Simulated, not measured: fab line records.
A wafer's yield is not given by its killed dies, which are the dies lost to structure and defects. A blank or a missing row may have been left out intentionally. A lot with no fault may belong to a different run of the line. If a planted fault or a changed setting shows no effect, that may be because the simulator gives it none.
Which tool did it? -- flow sky130 -- 12 lots with 36 wafers sampled at 5 steps, on a route of 708 steps

## WHAT EACH GAUGE READ, for each wafer
SKY_NWELL_THK_MEAS_02.
lot,measured,on,NWELL_OXIDATION_THK (nm)
L451,day 2 09:47,film_metro-01,9.98 10.03 10.02
L452,day 2 20:24,film_metro-01,9.82 9.87 9.75
L453,day 2 22:32,film_metro-04,9.88 10.04 10.15
L456,day 3 20:02,film_metro-03,10.22 10.28 9.95
L458,day 4 04:23,film_metro-03,10.25 10.02 9.97
L459,day 4 08:28,film_metro-03,10.08 10.11 10.24
L462,day 5 00:44,film_metro-04,9.94 9.93 9.95
L464,day 5 08:41,film_metro-01,10.02 10.07 10.14
L465,day 5 12:08,film_metro-01,8.07 7.99 8.22
L466,day 5 19:22,film_metro-04,8.28 8.37 8.25
L469,day 6 10:59,film_metro-04,10.08 10.11 10.06
L473,day 7 06:44,film_metro-04,9.91 9.70 9.80

SKY_SD_P_CD_MEAS_07: the cd target is 380 nm.
lot,measured,on,cd_nm (nm)
L451,day 25 05:11,cd_sem-01,382.4 383.7 380.6
L452,day 25 20:38,cd_sem-02,380.9 380.9 380.8
L453,day 26 00:19,cd_sem-01,378.9 378.9 378.3
L456,day 27 21:46,cd_sem-01,381.9 380.5 382.4
L458,day 28 05:46,cd_sem-02,379.5 381.3 379.8
L459,day 28 10:58,cd_sem-01,380.5 380.3 380.1
L462,day 29 08:08,cd_sem-01,381.0 381.5 381.7
L464,day 30 00:52,cd_sem-02,382.4 379.6 380.6
L465,day 30 12:49,cd_sem-01,380.0 378.4 379.6
L466,day 30 17:37,cd_sem-01,376.7 378.9 379.8
L469,day 31 18:32,cd_sem-02,374.2 376.2 375.5
L473,day 32 20:49,cd_sem-02,376.6 379.3 377.9

SKY_SD_P_OVL_MEAS_08.
lot,measured,on,SD_P_OVL (nm)
L451,day 25 05:17,overlay-01,2.2 1.1 1.2
L452,day 25 20:43,overlay-02,0.8 0.6 1.2
L453,day 26 00:25,overlay-01,-0.9 -0.4 0.5
L456,day 27 21:53,overlay-02,1.8 -0.5 3.7
L458,day 28 05:53,overlay-02,-0.1 0.0 -0.7
L459,day 28 11:04,overlay-01,-1.1 0.6 1.4
L462,day 29 08:14,overlay-02,2.2 1.9 2.3
L464,day 30 00:59,overlay-01,-0.9 -0.7 -0.8
L465,day 30 12:56,overlay-02,3.2 2.6 1.0
L466,day 30 17:44,overlay-02,2.4 0.8 0.6
L469,day 31 18:38,overlay-01,-0.4 -0.9 0.6
L473,day 32 20:56,overlay-01,4.0 2.3 4.1

SKY_LOCAL_INTERCONNECT_RS_MEAS_01: measures by four-point-probe.
lot,measured,on,LOCAL_INTERCONNECT_TIN_RS (ohm/sq)
L451,day 28 22:05,film_metro-03,15.08 14.97 14.98
L452,day 29 13:29,film_metro-04,14.65 14.58 14.67
L453,day 29 17:50,film_metro-03,14.50 14.74 14.55
L456,day 31 16:45,film_metro-02,14.63 14.73 14.59
L458,day 31 21:08,film_metro-03,15.09 15.00 14.91
L459,day 32 02:34,film_metro-03,15.34 15.04 15.10
L462,day 32 22:28,film_metro-04,14.82 14.81 14.85
L464,day 33 14:21,film_metro-02,14.91 14.85 14.80
L465,day 34 01:28,film_metro-02,14.50 14.58 14.60
L466,day 34 06:38,film_metro-02,14.70 14.80 14.67
L469,day 35 06:59,film_metro-02,14.98 14.87 14.89
L473,day 36 08:04,film_metro-03,14.83 15.00 14.73

## WHAT TOOL EACH LOT RAN ON (gives the tool, then ch and the chambers of the sampled wafers, and finally the start)
lot,SKY_NWELL_OXIDATION_01
L451,"furnace-01 ch 0, day 2 08:22"
L452,"furnace-01 ch 0, day 2 18:59"
L453,"furnace-02 ch 0, day 2 21:08"
L456,"furnace-02 ch 0, day 3 18:38"
L458,"furnace-02 ch 0, day 4 03:00"
L459,"furnace-02 ch 0, day 4 07:04"
L462,"furnace-02 ch 0, day 4 23:20"
L464,"furnace-01 ch 0, day 5 07:17"
L465,"furnace-01 ch 0, day 5 10:45"
L466,"furnace-01 ch 0, day 5 17:58"
L469,"furnace-02 ch 0, day 6 09:35"
L473,"furnace-02 ch 0, day 7 05:21"
- SKY_NWELL_OXIDATION_01: stabilise 600 s, purge 300 s, target thk 10 nm.

## WHAT THE TOOLS THEMSELVES READ (means of the sampled wafers that have a number; where no wafer has one, the mark that the record gives instead)
SKY_NWELL_OXIDATION_01.
lot,tool,spike_tc_bottom_C (C),spike_tc_centre_C (C),spike_tc_lower_C (C),spike_tc_top_C (C),spike_tc_upper_C (C),tube_center_temp_C (C),tube_center_temp_C_max,zone_power_lower_pct (%),zone_power_upper_pct (%)
L451,furnace-01,918.9,899.0,899.8,909.2,902.0,900.00,902.3,20.52,16.89
L452,furnace-01,918.3,899.6,900.3,910.2,900.7,900.00,902.4,20.50,17.04
L453,furnace-02,914.8,902.7,900.0,910.1,900.8,899.97,902.1,20.17,17.28
L456,furnace-02,914.7,901.4,900.8,909.1,901.0,899.88,902.3,20.44,17.07
L458,furnace-02,914.0,901.5,900.1,909.5,901.2,899.97,902.1,20.08,17.10
L459,furnace-02,914.8,901.7,900.9,909.8,900.3,899.99,902.7,20.13,17.08
L462,furnace-02,914.4,901.6,900.9,909.1,900.3,900.02,902.1,19.96,17.31
L464,furnace-01,919.4,900.0,899.6,909.6,901.9,900.09,902.6,20.43,16.90
L465,furnace-01,895.6,875.7,876.3,886.5,878.3,876.99,879.2,19.38,16.17
L466,furnace-01,896.2,876.5,876.3,886.9,878.4,877.11,879.6,19.42,16.05
L469,furnace-02,913.9,902.2,899.3,908.9,901.2,899.95,902.1,20.36,17.37
L473,furnace-02,914.7,901.6,900.0,909.5,900.7,900.01,902.4,20.43,17.26

## THE ANSWER, worked out from the rows above alone
Rule: usual is defined by the lots themselves. Put in order of their means at a reading, lots are off if they are a third of the lots or fewer, leave a main group of 4 or more, and stand apart from it by a gap of 3 or more times the standard deviation of the main group's means; of several such gaps the widest counts. Not used: any main group whose means are identical at the precision the tables above print for the reading. Also off: a lot with no number at a reading for which 4 or more lots have one. The other lots that the step has rows for count as sound. The gauges are gone through in route order, then the tools' own readings, and for those a lot's mean is taken as printed above. At the first step where some lot is off, the reading lying furthest off is the one used; lots without a number count as furthest.
Off: at SKY_NWELL_THK_MEAS_02 (NWELL_OXIDATION_THK), L465, L466. For the main group the mean is 10.01 nm and the standard deviation 0.12.
If a tool, at a process step before that reading, ran all the lots that are off and no sound lot after the first of them, it fits. Not tried: the gauges at SKY_NWELL_THK_MEAS_02; whatever is off there is also off at SKY_NWELL_OXIDATION_01, on other tools, and gauge error can't account for it. One candidate fits, namely furnace-01 at SKY_NWELL_OXIDATION_01. Its last sound lot is L464 (day 5 07:17), its first lot that is off L465 (day 5 10:45): a fault that began between those two fits.
The tool's own readings at SKY_NWELL_OXIDATION_01 bear it out: on the lots that are off they differ by more than 5 times the standard deviation of the sound lots' means. spike_tc_bottom_C reads 895.9 C there against 915.8 C on the sound lots; spike_tc_centre_C reads 876.1 C there against 901.1 C on the sound lots; spike_tc_lower_C reads 876.3 C there against 900.2 C on the sound lots; spike_tc_top_C reads 886.7 C there against 909.5 C on the sound lots; spike_tc_upper_C reads 878.3 C there against 901.0 C on the sound lots; tube_center_temp_C reads 877.05 C there against 899.99 C on the sound lots; tube_center_temp_C_max reads 879.4 there against 902.3 on the sound lots; zone_power_upper_pct reads 16.11 % there against 17.13 % on the sound lots.

## WHAT THE SIMULATOR PUT IN
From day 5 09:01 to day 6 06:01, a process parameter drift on furnace-01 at SKY_NWELL_OXIDATION_01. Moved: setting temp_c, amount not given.
Lots struck among those shown: L465, L466. This agrees with what the rule above found.
